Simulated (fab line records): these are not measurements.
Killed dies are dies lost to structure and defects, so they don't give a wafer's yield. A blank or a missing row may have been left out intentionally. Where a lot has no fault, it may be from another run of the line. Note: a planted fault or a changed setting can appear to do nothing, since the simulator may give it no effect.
Which tool did it?	flow sfq_line	14 lots with 42 wafers sampled at 7 steps, on a route of 325 steps

## WHAT THE GAUGES SHOWED, per wafer
SFQ_INCOMING_BOW_MEAS_900. Usual: INCOMING_BOW 1 um, standard deviation 5.7.
lot	measured	on	INCOMING_BOW (um)	flag
L739	day 1 10:00	film_metro-02	-8 2 1	
L740	day 1 15:00	film_metro-03	8 3 4	
L741	day 1 20:02	film_metro-02	-1 0 -5	
L742	day 2 01:02	film_metro-02	1 5 7	
L743	day 2 06:00	film_metro-03	-3 8 -10	
L744	day 2 11:01	film_metro-01	-7 4 13	
L745	day 2 16:00	film_metro-02	2 -8 -8	
L751	day 3 22:04	film_metro-01	-2 3 9	
L753	day 4 08:02	film_metro-03	-7 2 7	
L754	day 4 13:00	film_metro-03	9 -14 -5	
L756	day 4 23:00	film_metro-01	8 3 -7	
L758	day 5 09:02	film_metro-01	4 -4 -1	
L761	day 6 00:00	film_metro-02	8 -11 2	
L762	day 6 05:00	film_metro-01	-1 10 -5	

SFQ_L0_RS_MEAS_901: a four-point-probe measurement. Usual: L0_MONX_KI_RS 43.3 ohm/sq, standard deviation 0.46.
lot	measured	on	L0_MONX_KI_RS (ohm/sq)	flag
L739	day 1 12:34	film_metro-02	44.0 43.3 43.9	
L740	day 1 17:34	film_metro-02	43.5 43.5 43.5	
L741	day 1 22:36	film_metro-03	43.1 43.3 43.8	
L742	day 2 03:36	film_metro-04	43.0 43.1 42.9	
L743	day 2 08:34	film_metro-02	44.1 43.5 43.7	
L744	day 2 13:35	film_metro-03	42.2 42.9 42.4	
L745	day 2 18:34	film_metro-04	43.0 43.4 43.0	
L751	day 4 00:37	film_metro-03	136.3 131.2 132.9 136.3 131.3 132.9	OFF
L753	day 4 10:41	film_metro-03	43.2 129.3 128.0 43.2 129.3 127.8	OFF
L754	day 4 15:34	film_metro-03	43.7 43.6 44.3	
L756	day 5 01:34	film_metro-04	42.7 42.9 43.4	
L758	day 5 11:36	film_metro-04	43.6 43.8 42.6	
L761	day 6 02:34	film_metro-03	43.4 43.2 43.7	
L762	day 6 07:34	film_metro-04	44.0 43.6 43.9	

SFQ_L0_THK_MEAS_902: measures by xrf. Usual: L0_MONX_KI_THK 40.4 nm, standard deviation 0.48.
lot	measured	on	L0_MONX_KI_THK (nm)	flag
L739	day 1 12:41	film_metro-02	39.8 40.4 39.8	
L740	day 1 17:41	film_metro-02	40.1 40.0 40.2	
L741	day 1 22:42	film_metro-03	40.4 40.3 39.8	
L742	day 2 03:42	film_metro-04	40.7 40.7 41.0	
L743	day 2 08:41	film_metro-02	39.2 40.0 39.8	
L744	day 2 13:41	film_metro-03	41.5 40.8 41.1	
L745	day 2 18:41	film_metro-04	40.8 40.7 40.8	
L751	day 4 07:01	film_metro-03	12.9 13.3 13.2 12.9 13.3 13.1	OFF
L753	day 4 13:14	film_metro-03	40.7 13.5 13.6 40.6 13.5 13.6	OFF
L754	day 4 15:41	film_metro-03	39.7 40.1 39.3	
L756	day 5 01:41	film_metro-04	41.3 40.5 40.3	
L758	day 5 11:42	film_metro-04	40.3 40.0 40.9	
L761	day 6 02:41	film_metro-03	40.3 40.5 39.8	
L762	day 6 07:41	film_metro-04	40.0 40.4 40.1	

SFQ_M4_RS_MEAS_924: a four-point-probe measurement. Usual: M4_NB_RS 0.893 ohm/sq, standard deviation 0.0084.
lot	measured	on	M4_NB_RS (ohm/sq)	flag
L739	day 43 02:43	film_metro-03	0.908 0.897 0.902	
L740	day 45 14:43	film_metro-01	0.883 0.892 0.878	
L741	day 45 18:22	film_metro-01	0.889 0.899 0.883	
L742	day 45 19:46	film_metro-03	0.892 0.883 0.883	
L743	day 46 05:23	film_metro-04	0.897 0.898 0.895	
L744	day 50 10:13	film_metro-03	0.891 0.905 0.902	
L745	day 50 12:35	film_metro-03	0.881 0.884 0.887	
L751	day 51 09:03	film_metro-01	0.880 0.891 0.889	
L753	day 51 13:51	film_metro-04	0.872 0.887 0.881	
L754	day 51 19:47	film_metro-01	0.888 0.891 0.891	
L756	day 52 01:47	film_metro-03	0.903 0.900 0.909	
L758	day 58 12:00	film_metro-01	0.897 0.899 0.895	
L761	day 59 10:44	film_metro-03	0.879 0.884 0.884	
L762	day 59 17:19	film_metro-04	0.901 0.904 0.898	

## TOOL THAT RAN EACH LOT (tool first, then ch and the chambers of the sampled wafers, then the start)
lot	SFQ_TRILAYER_L0_DEP_SPUTTER_003	SFQ_TRILAYER_L0_ETCH_METAL_ETCH_008	SFQ_TRILAYER_I0_VIA_BARC_OPEN_VIA_ETCH_046
L739	pvd_sputter-05, day 1 12:29	rie_metal-01 ch 0,1, day 4 09:34	rie_diel-02 ch 0,1,3, day 17 07:47
L740	pvd_sputter-03, day 1 17:29	rie_metal-01 ch 0,1, day 4 17:58	rie_diel-02 ch 0,1,3, day 17 16:11
L741	pvd_sputter-03, day 1 22:29	rie_metal-01 ch 0,1, day 4 23:59	rie_diel-03 ch 0,1,3, day 18 06:44
L742	pvd_sputter-03, day 2 03:29	rie_metal-04 ch 0,1, day 5 06:01	rie_diel-03 ch 2,3, day 19 00:21
L743	pvd_sputter-03, day 2 08:29	rie_metal-01 ch 0,1, day 5 11:28	rie_diel-03 ch 0,1,3, day 19 13:40
L744	pvd_sputter-03, day 2 13:29	rie_metal-04 ch 1, day 5 16:16	rie_diel-03 ch 0,2,3, day 19 20:37
L745	pvd_sputter-04, day 2 18:29	rie_metal-04 ch 1, day 5 22:16	rie_diel-02 ch 1,3, day 20 06:13
L751	pvd_sputter-04, day 4 00:29	rie_metal-03 ch 0,1, day 7 01:44	rie_diel-04 ch 1,2, day 22 22:13
L753	pvd_sputter-04, day 4 10:29	rie_metal-03 ch 0,1, day 7 13:44	rie_diel-02 ch 0,3, day 23 18:37
L754	pvd_sputter-05, day 4 15:29	rie_metal-01 ch 0,1, day 7 20:43	rie_diel-02 ch 0,1,2, day 24 04:13
L756	pvd_sputter-05, day 5 01:29	rie_metal-03 ch 0,1, day 8 08:43	rie_diel-02 ch 0,2,3, day 24 23:32
L758	pvd_sputter-03, day 5 11:29	rie_metal-04 ch 0,1, day 9 01:26	rie_diel-02 ch 0,2,3, day 25 20:25
L761	pvd_sputter-03, day 6 02:29	rie_metal-01 ch 0,1, day 10 03:44	rie_diel-03 ch 1,2,3, day 27 00:01
L762	pvd_sputter-05, day 6 07:29	rie_metal-04 ch 0,1, day 10 10:56	rie_diel-03 ch 1,2, day 27 06:32
- SFQ_TRILAYER_L0_DEP_SPUTTER_003: material MoNx KI, target thk 40 nm, time 100 s.
- SFQ_TRILAYER_L0_ETCH_METAL_ETCH_008: etches MoNx KI in SF6/O2, stops on SiO2, target depth 50 nm, time 25 s.
- SFQ_TRILAYER_I0_VIA_BARC_OPEN_VIA_ETCH_046: etches BARC in O2, target depth 125 nm, time 41.7 s.

## AS READ BY THE TOOLS THEMSELVES (means over the sampled wafers that have a number; for cases with no such wafer, the mark the record gives instead)
SFQ_TRILAYER_L0_DEP_SPUTTER_003. Usual: cathode_dc_power_W 799.99 W, standard deviation 0.15; throttle_valve_pct 29.5 %, standard deviation 0.86.
lot	tool	cathode_dc_power_W (W)	throttle_valve_pct (%)	flag
L739	pvd_sputter-05	799.94	29.7	
L740	pvd_sputter-03	800.06	29.7	
L741	pvd_sputter-03	799.93	29.7	
L742	pvd_sputter-03	799.80	29.6	
L743	pvd_sputter-03	799.87	29.4	
L744	pvd_sputter-03	799.89	29.6	
L745	pvd_sputter-04	799.88	29.4	
L751	pvd_sputter-04	800.02	28.8	
L753	pvd_sputter-04	800.01	28.0	
L754	pvd_sputter-05	799.93	29.7	
L756	pvd_sputter-05	799.93	29.2	
L758	pvd_sputter-03	800.08	29.9	
L761	pvd_sputter-03	799.97	30.0	
L762	pvd_sputter-05	799.88	30.1	

SFQ_TRILAYER_L0_ETCH_METAL_ETCH_008. Usual: drypump_motor_current_A 5.90 A, standard deviation 0.29; oes_product_au 0.875 a.u., standard deviation 0.0073.
lot	tool	drypump_motor_current_A (A)	oes_product_au (a.u.)	flag
L739	rie_metal-01	5.59	0.870	
L740	rie_metal-01	5.60	0.875	
L741	rie_metal-01	5.60	0.874	
L742	rie_metal-04	5.89	0.872	
L743	rie_metal-01	5.59	0.871	
L744	rie_metal-04	5.93	0.886	
L745	rie_metal-04	5.94	0.879	
L751	rie_metal-03	6.18	0.539	OFF
L753	rie_metal-03	6.26	0.654	OFF
L754	rie_metal-01	5.60	0.873	
L756	rie_metal-03	6.16	0.872	
L758	rie_metal-04	5.88	0.875	
L761	rie_metal-01	5.60	0.872	
L762	rie_metal-04	5.85	0.867	

SFQ_TRILAYER_I0_VIA_BARC_OPEN_VIA_ETCH_046. Usual: drypump_motor_current_A 5.8 A, standard deviation 0.44; oes_product_au 0.685 a.u., standard deviation 0.0044.
lot	tool	drypump_motor_current_A (A)	oes_product_au (a.u.)	flag
L739	rie_diel-02	5.6	0.688	
L740	rie_diel-02	5.6	0.684	
L741	rie_diel-03	6.2	0.684	
L742	rie_diel-03	5.7	0.682	
L743	rie_diel-03	6.3	0.681	
L744	rie_diel-03	5.8	0.683	
L745	rie_diel-02	5.5	0.687	
L751	rie_diel-04	5.4	0.687	
L753	rie_diel-02	5.8	0.686	
L754	rie_diel-02	5.5	0.685	
L756	rie_diel-02	5.6	0.685	
L758	rie_diel-02	5.6	0.692	
L761	rie_diel-03	5.9	0.683	
L762	rie_diel-03	6.1	0.686	

## THE ANSWER, worked out from the rows above alone
Rule: lot off if the mean of its wafers having a number is beyond 3 standard deviations from the usual mean. Also off: a lot with no number at a reading for which 4 or more lots have one. Where the step has rows for the other lots, those lots are counted as sound. First the gauges in route order, then the tools' own readings, where a lot's mean is used as printed above. The first step at which some lot is off is used, and at that step the reading that is off furthest; a lot without a number counts as furthest.
Off: L751, L753, seen at SFQ_L0_RS_MEAS_901 (L0_MONX_KI_RS).
A tool fits if, at a process step before that reading, it ran every lot that is off, and no sound lot after the first of them. Not tried: the gauges at SFQ_L0_RS_MEAS_901; whatever is off there is also off at SFQ_TRILAYER_L0_ETCH_METAL_ETCH_008, on other tools, and gauge error can't account for it. One fits: SFQ_TRILAYER_L0_DEP_SPUTTER_003 on pvd_sputter-04. A fault onset in the window from L745 (day 2 18:29, its last sound lot) to L751 (day 4 00:29, its first lot off) fits.
The tool's own readings at SFQ_TRILAYER_L0_DEP_SPUTTER_003 bear it out: on the lots that are off they differ by more than 5 times the standard deviation of the sound lots' means. throttle_valve_pct reads 28.4 % there against 29.7 % on the sound lots.

## WHAT THE SIMULATOR HAD INSERTED
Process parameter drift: pvd_sputter-04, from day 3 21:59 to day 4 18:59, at SFQ_TRILAYER_L0_DEP_SPUTTER_003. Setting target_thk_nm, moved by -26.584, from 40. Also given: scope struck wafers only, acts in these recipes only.
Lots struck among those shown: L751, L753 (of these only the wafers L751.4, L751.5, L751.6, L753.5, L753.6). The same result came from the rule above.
